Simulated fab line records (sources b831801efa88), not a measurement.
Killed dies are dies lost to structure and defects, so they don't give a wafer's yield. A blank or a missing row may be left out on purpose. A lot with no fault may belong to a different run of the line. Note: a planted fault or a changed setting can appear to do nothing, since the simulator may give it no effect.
fab line records	flow sky130
record: lots: 12	wafers: 36	last_day: 51
route steps=708 shown POLY_GATE@229 LDD_N@239 LDD_HVN@274 PAD_OPEN@708
lots with no fault: from the same line, run without faults
start_h: start of the lot's first displayed wafer, in hours after the record's first day	wait_h: time in hours since the lot's previous step	" unchanged from the row above	L1.1+2: several wafers, shown together as one row	- value missing, or start not given	* or withheld: withheld	< > ~ a bound
route shown NAME@n: names a module that has steps shown in the file, with the first one's number in the route	usual: mean/standard deviation taken from wafers without a fault	same: alike in all rows	chamber/n: place in a boat	sites: each site's reading	_std_site: standard deviation of those values	_edge_site: outer sites' mean less inner sites'	radius_mm: how far each site lies from the wafer's centre	mask NAME#n: copy n	behind: the last tool/chamber to shape the wafer	hold: what put the lot on hold/how long, in hours/how the hold closed	device: whichever transistor did not switch (one of n, p or np)	end of line: tests of these same wafers at the route's end	a step given without rows: its recipe and nothing more	killed: at the first sort, the dies lost to defects and structure; wafer yield is something else	map: the dies of a wafer, with x for killed, . for not killed, _ for no die there
set.NAME: setting as actually run; set.NAME@STEP: the setting as run at that earlier step	model.NAME: the simulator's own value behind a step, which no gauge read
route steps across a sampled set of lots; one table per step, one row per wafer
services: from which hour (start_h, from the record's first day; less than 0 if before it) a tool's chamber was out of use, for how many hours, and why
== steps ==
step: SKY_POLY_GATE_ETCH_15
recipe: chemistry: N2/H2	target: BARC	ion_energy_ev: 200	source_w: 500	bias_w: 100	pressure_mtorr: 30	n2_flow_sccm: 100	h2_flow_sccm: 200	stop_on: SiO2	time_s: 118.5	target_depth_a: 1100
usual: drypump_motor_current_A: 5.7/0.3	oes_product_au: 0.716/0.0048	throttle_valve_pct: 13.212/0.0086
lot.wafer	tool	chamber	start_h	wait_h	drypump_motor_current_A	oes_product_au	rf_hours_counter_h	throttle_valve_pct
L820.2	rie_diel-01	0	397.79	0.0	5.9	0.705	5	13.213
L820.3	"	1	"	"	6.1	0.706	5	13.193
L820.4	"	2	"	"	6.2	0.719	6	13.211
L821.3	rie_diel-01	3	402.94	0.0	5.3	0.721	42	13.214
L821.4	"	0	"	"	5.9	0.720	5	13.218
L821.6	"	3	"	"	5.3	0.715	-	13.216
L822.2	rie_diel-04	2	416.94	0.0	5.5	0.719	1	13.208
L822.5	"	3	"	"	5.5	0.717	-	13.200
L822.6	"	0	"	"	5.4	0.712	-	13.223
L826.3	rie_diel-01	1	444.04	0.0	6.0	0.720	6	13.188
L826.4	"	0	"	"	5.9	0.714	6	13.203
L826.6	"	2	"	"	6.3	0.717	-	13.211
L827.1	rie_diel-01	2	449.45	0.0	6.3	0.718	7	13.224
L827.4	"	1	"	"	6.1	0.712	6	13.214
L827.6	"	0	"	"	5.9	0.713	-	13.207
L829.1	rie_diel-04	0	473.26	0.0	5.4	0.719	5	13.208
L829.2	"	1	"	"	5.9	0.712	11	13.208
L829.6	"	0	"	"	5.4	0.717	-	13.220
L830.2	rie_diel-01	3	483.84	0.0	5.3	0.718	45	13.212
L830.3	"	1	"	"	6.0	0.713	7	13.203
L830.4	"	2	"	"	6.3	0.716	7	13.215
L831.2	rie_diel-04	0	494.94	0.0	5.4	0.725	5	13.208
L831.3	"	2	"	"	5.5	0.712	2	13.205
L831.5	"	3	"	"	5.5	0.710	-	13.197
L839.1	rie_diel-02	0	555.54	0.0	5.9	0.722	42	13.219
L839.5	"	3	"	"	5.6	0.717	-	13.209
L839.6	"	0	"	"	5.9	0.717	-	13.219
L840.2	rie_diel-04	3	558.09	0.0	5.5	0.714	1	13.219
L840.4	"	1	"	"	5.8	0.720	13	13.217
L840.5	"	0	"	"	5.4	0.709	-	13.221
L842.1	rie_diel-04	1	571.49	0.0	5.9	0.718	13	13.221
L842.2	"	2	"	"	5.5	0.719	4	13.218
L842.5	"	3	"	"	5.5	0.711	-	13.210
L843.1	rie_diel-04	0	581.89	0.0	5.4	0.718	8	13.221
L843.2	"	1	"	"	5.9	0.714	14	13.221
L843.4	"	2	"	"	5.5	0.703	4	13.204
step: SKY_LDD_N_COAT_02
recipe: resist: NOVOLAK	spin_rpm: 3000	resist_thk_nm: 300
usual: resist_line_temp_C: 22.99/0.1
lot.wafer	tool	chamber	start_h	wait_h	resist_line_temp_C
L820.2	litho_track-03	0	415.51	0.1	22.81
L820.3	"	0	"	"	23.00
L820.4	"	0	"	"	22.98
L821.3	litho_track-03	0	419.34	0.1	23.20
L821.4	"	0	"	"	23.32
L821.6	"	0	"	"	23.22
L822.2	litho_track-04	0	436.21	0.1	22.78
L822.5	"	0	"	"	22.87
L822.6	"	0	"	"	22.92
L826.3	litho_track-03	0	463.03	0.1	23.01
L826.4	"	0	"	"	23.05
L826.6	"	0	"	"	23.00
L827.1	litho_track-03	0	469.53	0.1	22.99
L827.4	"	0	"	"	22.95
L827.6	"	0	"	"	22.89
L829.1	litho_track-03	0	491.38	0.1	22.93
L829.2	"	0	"	"	22.97
L829.6	"	0	"	"	23.05
L830.2	litho_track-04	0	501.41	0.1	23.07
L830.3	"	0	"	"	23.00
L830.4	"	0	"	"	23.00
L831.2	litho_track-03	0	512.56	0.1	23.00
L831.3	"	0	"	"	22.94
L831.5	"	0	"	"	22.86
L839.1	litho_track-03	0	572.18	0.1	23.12
L839.5	"	0	"	"	23.15
L839.6	"	0	"	"	23.14
L840.2	litho_track-04	0	575.11	0.1	23.02
L840.4	"	0	"	"	22.97
L840.5	"	0	"	"	23.07
L842.1	litho_track-04	0	588.13	0.1	23.01
L842.2	"	0	"	"	23.07
L842.5	"	0	"	"	22.99
L843.1	litho_track-02	0	598.42	0.1	22.86
L843.2	"	0	"	"	22.90
L843.4	"	0	"	"	23.06
step: SKY_LDD_N_STRIP_16
recipe: chemistry: O2/N2	power_w: 1400	pressure_mtorr: 1500	platen_temp_c: withheld	o2_flow_sccm: 3000	n2_flow_sccm: 300	overash_fraction: 0.5
usual: drypump_motor_current_A: 6.0/0.58	oes_product_au: 0.406/0.005	strip_time_to_endpoint_s: 4.306/0.016
lot.wafer	tool	chamber	start_h	wait_h	drypump_motor_current_A	oes_product_au	rf_hours_counter_h	strip_time_to_endpoint_s
L820.2	plasma_asher-01	1	432.77	0.1	5.6	0.407	31	4.275
L820.3	"	1	"	"	5.6	0.395	-	4.288
L820.4	"	0	"	"	5.1	0.414	-	4.279
L821.3	plasma_asher-01	0	437.91	0.1	5.1	0.403	-	4.299
L821.4	"	1	"	"	5.6	0.414	-	4.309
L821.6	"	1	"	"	5.6	0.405	-	4.307
L822.2	plasma_asher-03	0	452.96	0.1	5.9	0.410	63	4.316
L822.5	"	0	"	"	5.9	0.405	-	4.303
L822.6	"	1	"	"	6.8	0.409	-	4.307
L826.3	plasma_asher-04	1	480.95	0.1	6.3	0.415	-	4.306
L826.4	"	0	"	"	6.5	0.399	-	4.303
L826.6	"	1	"	"	6.3	0.405	-	4.297
L827.1	plasma_asher-03	1	486.17	0.1	6.8	0.402	67	4.332
L827.4	"	0	"	"	5.9	0.405	-	4.317
L827.6	"	0	"	"	5.9	0.410	-	4.311
L829.1	plasma_asher-01	0	508.92	0.1	5.1	0.402	39	4.295
L829.2	"	1	"	"	5.5	0.422	39	4.768
L829.6	"	1	"	"	5.6	0.404	-	4.292
L830.2	plasma_asher-01	0	519.07	0.1	5.1	0.405	40	4.331
L830.3	"	1	"	"	5.6	0.409	-	4.313
L830.4	"	0	"	"	5.1	0.410	-	4.323
L831.2	plasma_asher-04	1	529.92	0.1	6.3	0.432	84	4.781
L831.3	"	0	"	"	6.5	0.424	-	4.802
L831.5	"	1	"	"	6.3	0.408	-	4.312
L839.1	plasma_asher-04	0	588.91	0.1	6.5	0.403	90	4.321
L839.5	"	0	"	"	6.5	0.406	-	4.340
L839.6	"	1	"	"	6.3	0.396	-	4.318
L840.2	plasma_asher-03	1	591.36	0.1	6.8	0.410	77	4.324
L840.4	"	1	"	"	6.8	0.412	-	4.320
L840.5	"	0	"	"	5.9	0.409	-	4.323
L842.1	plasma_asher-03	1	603.97	0.1	6.8	0.409	78	4.325
L842.2	"	0	"	"	5.9	0.403	78	4.321
L842.5	"	1	"	"	6.8	0.416	-	4.329
L843.1	plasma_asher-03	1	614.07	0.1	6.8	0.410	79	4.291
L843.2	"	0	"	"	5.9	0.402	79	4.307
L843.4	"	1	"	"	6.8	0.412	-	4.305
step: SKY_LDD_N_TW_MEAS_17
usual: LDD_N_TW: 2588/39
lot.wafer	tool	chamber	start_h	wait_h	LDD_N_TW
L820.2	film_metro-03	-	432.88	0.1	2534
L820.3	"	-	"	"	2528
L820.4	"	-	"	"	2530
L821.3	film_metro-03	-	438.00	0.1	2516
L821.4	"	-	"	"	2529
L821.6	"	-	"	"	2524
L822.2	film_metro-03	-	453.07	0.1	2534
L822.5	"	-	"	"	2530
L822.6	"	-	"	"	2524
L826.3	film_metro-03	-	481.04	0.1	2533
L826.4	"	-	"	"	2528
L826.6	"	-	"	"	2535
L827.1	film_metro-02	-	486.27	0.1	2631
L827.4	"	-	"	"	2630
L827.6	"	-	"	"	2628
L829.1	film_metro-03	-	509.02	0.1	2539
L829.2	"	-	"	"	2546
L829.6	"	-	"	"	2541
L830.2	film_metro-02	-	519.18	0.1	2607
L830.3	"	-	"	"	2629
L830.4	"	-	"	"	2617
L831.2	film_metro-03	-	530.03	0.1	2553
L831.3	"	-	"	"	2557
L831.5	"	-	"	"	2545
L839.1	film_metro-03	-	589.01	0.1	2555
L839.5	"	-	"	"	2554
L839.6	"	-	"	"	2565
L840.2	film_metro-02	-	591.47	0.1	2617
L840.4	"	-	"	"	2613
L840.5	"	-	"	"	2622
L842.1	film_metro-03	-	604.07	0.1	2543
L842.2	"	-	"	"	2557
L842.5	"	-	"	"	2554
L843.1	film_metro-04	-	614.17	0.1	2612
L843.2	"	-	"	"	2623
L843.4	"	-	"	"	2621
step: SKY_LDD_HVN_OVL_MEAS_07
usual: LDD_HVN_OVL: 0.5/1.3
lot.wafer	tool	chamber	start_h	wait_h	LDD_HVN_OVL[nm]
L820.2	overlay-01	-	497.43	0.1	1.0
L820.3	"	-	"	"	0.9
L820.4	"	-	"	"	1.4
L821.3	overlay-01	-	501.59	0.1	-0.2
L821.4	"	-	"	"	1.6
L821.6	"	-	"	"	-2.1
L822.2	overlay-01	-	516.74	0.1	2.0
L822.5	"	-	"	"	1.2
L822.6	"	-	"	"	1.1
L826.3	overlay-02	-	544.84	0.1	0.8
L826.4	"	-	"	"	-0.6
L826.6	"	-	"	"	1.1
L827.1	overlay-01	-	549.03	0.1	-0.2
L827.4	"	-	"	"	-0.1
L827.6	"	-	"	"	1.7
L829.1	overlay-02	-	569.21	0.1	2.9
L829.2	"	-	"	"	1.0
L829.6	"	-	"	"	0.8
L830.2	overlay-02	-	579.89	0.1	-1.4
L830.3	"	-	"	"	0.2
L830.4	"	-	"	"	-1.8
L831.2	overlay-01	-	589.64	0.1	0.1
L831.3	"	-	"	"	-0.6
L831.5	"	-	"	"	0.3
L839.1	overlay-02	-	648.18	0.1	2.7
L839.5	"	-	"	"	2.4
L839.6	"	-	"	"	4.4
L840.2	overlay-02	-	649.11	0.1	-1.2
L840.4	"	-	"	"	0.7
L840.5	"	-	"	"	-0.2
L842.1	overlay-01	-	663.32	0.1	-0.9
L842.2	"	-	"	"	-1.6
L842.5	"	-	"	"	-3.1
L843.1	overlay-01	-	672.83	0.1	0.8
L843.2	"	-	"	"	0.8
L843.4	"	-	"	"	1.3
step: SKY_PAD_OPEN_PROBE_99
usual: killed_at_M0_to_M3: 43/6.4	killed_at_M4_up: 3.2/1.8	killed_at_contacts: 25/5.5	killed_at_front_end: 16/5.2	killed_at_other: 0.3/0.49	killed_dies: 88/10	killed_open: 48/7	killed_short: 40/7.1
same: gross_dies: 492	killed_at_back_side: 0
lot.wafer	tool	chamber	start_h	wait_h	killed_at_M0_to_M3	killed_at_M4_up	killed_at_contacts	killed_at_front_end	killed_at_other	killed_dies	killed_open	killed_short
L840.2	prober-02	-	1199.21	0.1	54	0	19	19	0	92	53	39
L840.4	prober-02	-	1199.31	0.2	40	6	23	13	0	82	40	42
L840.5	prober-02	-	1199.36	0.2	50	4	20	11	1	86	42	44
L842.1	prober-01	-	1206.95	0.1	35	3	26	23	0	87	44	43
L842.2	prober-01	-	1207.00	0.1	36	4	18	14	0	72	39	33
L842.5	prober-01	-	1207.15	0.2	47	4	31	19	1	102	47	55
killed by level:class
L840.2 VIA1:geometric_particle:open=14 CONTACT:geometric_particle:open=13 VIA2:geometric_particle:open=9 VIA1:geometric_particle:short=7 METAL1:geometric_particle:short=6 FIELD_ISO:geometric_particle:open=5 METAL2:geometric_particle:short=5 VIA2:geometric_particle:short=5
L840.4 VIA1:geometric_particle:open=7 LI_CONTACT:geometric_particle:open=6 CONTACT:geometric_particle:open=6 VIA3:geometric_particle:open=6 METAL4:geometric_particle:short=5 VIA1:geometric_particle:short=5 METAL2:geometric_particle:short=5 VIA2:geometric_particle:open=5
L840.5 METAL1:geometric_particle:short=10 LI_CONTACT:geometric_particle:open=7 VIA3:geometric_particle:open=7 VIA2:geometric_particle:open=7 CONTACT:geometric_particle:short=6 METAL2:geometric_particle:short=6 CONTACT:geometric_particle:open=5 VIA1:geometric_particle:short=4
L842.1 CONTACT:geometric_particle:open=11 VIA2:geometric_particle:open=8 METAL2:geometric_particle:short=7 POLY_GATE:geometric_particle:short=6 VIA1:geometric_particle:open=6 FIELD_ISO:geometric_particle:short=4 POLY_GATE:geometric_particle:open=4 SPACER:geometric_particle:short=4
L842.2 CONTACT:geometric_particle:open=9 METAL2:geometric_particle:short=7 VIA3:geometric_particle:open=6 FIELD_ISO:geometric_particle:open=5 LOCAL_INTERCONNECT:geometric_particle:short=4 METAL1:geometric_particle:short=4 VIA1:geometric_particle:short=4 VIA1:geometric_particle:open=4
L842.5 CONTACT:geometric_particle:short=10 VIA1:geometric_particle:open=10 LI_CONTACT:geometric_particle:open=8 VIA1:geometric_particle:short=8 CONTACT:geometric_particle:open=7 FIELD_ISO:geometric_particle:open=6 VIA3:geometric_particle:open=6 POLY_GATE:geometric_particle:short=5
== services ==
tool	chamber	start_h	hours	kind
plasma_asher-03	-	383.80	5.9	repair
rie_diel-04	1	388.70	18.9	repair
plasma_asher-03	-	408.27	3.1	repair
plasma_asher-04	-	415.26	5.0	repair
rie_diel-01	2	451.57	7.2	repair
rie_diel-04	3	454.75	10.3	repair
rie_diel-01	2	466.41	5.6	repair
rie_diel-02	3	468.58	2.8	repair
rie_diel-02	1	474.46	12.7	repair
rie_diel-04	-	474.57	2.8	pm
plasma_asher-04	-	488.57	1.7	repair
rie_diel-04	3	510.03	-	clean
rie_diel-04	3	510.03	17.2	scheduled_down
rie_diel-04	3	510.03	17.2	vent_cycle
plasma_asher-04	-	515.10	0.9	repair
rie_diel-01	0	535.97	7.2	repair
rie_diel-01	1	552.56	10.0	repair
rie_diel-02	2	562.27	4.1	repair
plasma_asher-03	-	569.74	1.7	repair
rie_diel-01	0	588.43	4.4	repair
rie_diel-02	2	605.31	2.2	repair
rie_diel-01	2	605.44	13.3	repair
rie_diel-02	3	607.49	-	clean
rie_diel-04	1	611.18	14.6	repair
== key ==
first_sign: step: SKY_LDD_N_STRIP_16	reading: strip_time_to_endpoint_s	direction: up	sigmas: 30	usual: *	struck: *
effect: step: SKY_LDD_N_STRIP_16	reading: oes_product_au	direction: up	sigmas: 3.9	usual: 0.406	struck: 0.426
met_at SKY_LDD_N_COAT_02
struck_lots L829,L831
struck_wafers L829.2,L831.2,L831.3
tester_left_out L829,L831
not_acting_at SKY_POLY_GATE_ETCH_15,SKY_LDD_N_TW_MEAS_17,SKY_LDD_HVN_OVL_MEAS_07
onset_between 469.53 491.38
fault: kind: process_parameter_drift	tool: litho_track-03	chamber: -	onset_h: 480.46	steps: SKY_LDD_N_COAT_02	channel: resist_thk_nm	offset: 37.945	shape: step	end_h: 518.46	scope: struck_wafers_only	acts_in: these_recipes_only	stated: 300
tester_left_out: of these lots the tester's yield and bins aren't shown, on N5 and GAA mostly nor the transistor test; their killed dies are dies lost to structure and defects alone, not to doping, threshold or leakage, so they don't give the yield
